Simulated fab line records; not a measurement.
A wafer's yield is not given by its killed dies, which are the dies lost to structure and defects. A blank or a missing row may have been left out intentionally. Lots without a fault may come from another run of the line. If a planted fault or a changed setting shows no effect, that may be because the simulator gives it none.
8D (eight disciplines) problem report, filled in by code | flow gf180mcu | the parts of the form that need people (team, actions taken, sign-off) are left out

## 1. THE PROBLEM
Mean of cd-nm at GF_HV_LDD_CD_MEAS_46: 309.4 nm across 6 wafers in 2 lots; on wafers with no fault it is 400.3 nm (standard deviation 2.6). Measured from the usual mean, that is -35 standard deviations.
The step: target cd 400 nm.
The first sign was on wafer L193.1 at day 19 03:44, on cd-sem-01. The record has a number at this step for 39 wafers belonging to 13 lots. Rule for "out", or "out of limits": more than 4 standard deviations from the usual mean. All remaining wafers that have a number are taken as sound.

## 2. WHAT IT IS AND WHAT IT IS NOT
question                    | is                     | is not
which readings at this step | cd-nm                  | -
which lots                  | L193, L194             | L173, L174, L175, L176, L178, L179, L181, L182, L186, L187, L195
which wafers of those lots  | all that have a number | -
read on which gauges        | cd-sem-01, cd-sem-02   | -
when                        | from day 19 03:44      | up to then (30 sound wafers); but 3 sound wafers of L195 came after

## 3. WHAT RULES OUT EACH SUSPECT
Counting: a tool at a process step up to the reading stays a suspect if it ran every lot that is out and no sound lot after the first of them.
- the gauge at GF_HV_LDD_CD_MEAS_46 has been ruled out. Those wafers that are out were read across 2 gauges (cd-sem-01, cd-sem-02).
- litho-track-01 at GF_HV_LDD_DEVELOP_45 (develop time 60 s): kept. All lots that are out passed through it, beginning with L193 at day 19 03:35, and no sound lot followed; its final sound lot before that point was L182 at day 15 03:38.
Left after counting: litho-track-01 at GF_HV_LDD_DEVELOP_45.

## 4. THE CAUSE (what the simulator had put in)
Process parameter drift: litho-track-01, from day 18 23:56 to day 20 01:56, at GF_HV_LDD_DEVELOP_45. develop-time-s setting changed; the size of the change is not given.
After counting, this tool was the only one left.

## 5. SEQUENCE OF EFFECTS, ordered by route
Each row: a reading whose mean over the struck wafers that have a number lies more than 3 standard deviations from the usual. Only readings whose record carries a usual standard deviation are examined. hours: median over the lots of the time between each lot's start at the first step of this table that gives one and its start at this step. sigmas: the change, counted in usual standard deviations.
hours | step                 | reading | usual    | on struck wafers | change | sigmas
0     | GF_HV_LDD_CD_MEAS_46 | cd-nm   | 400.3 nm | 309.4            | -90.9  | -35

## 6. WHAT WOULD HAVE CAUGHT IT SOONER
The first out-of-limits reading at a measuring or inspecting step in this record came at day 19 03:44, 4 hours after the fault's start at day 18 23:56.
L194, from the lots that are out (2), started GF_HV_LDD_DEVELOP_45 on litho-track-01 later than day 19 03:44. Putting the tool on hold at that point would have spared it.
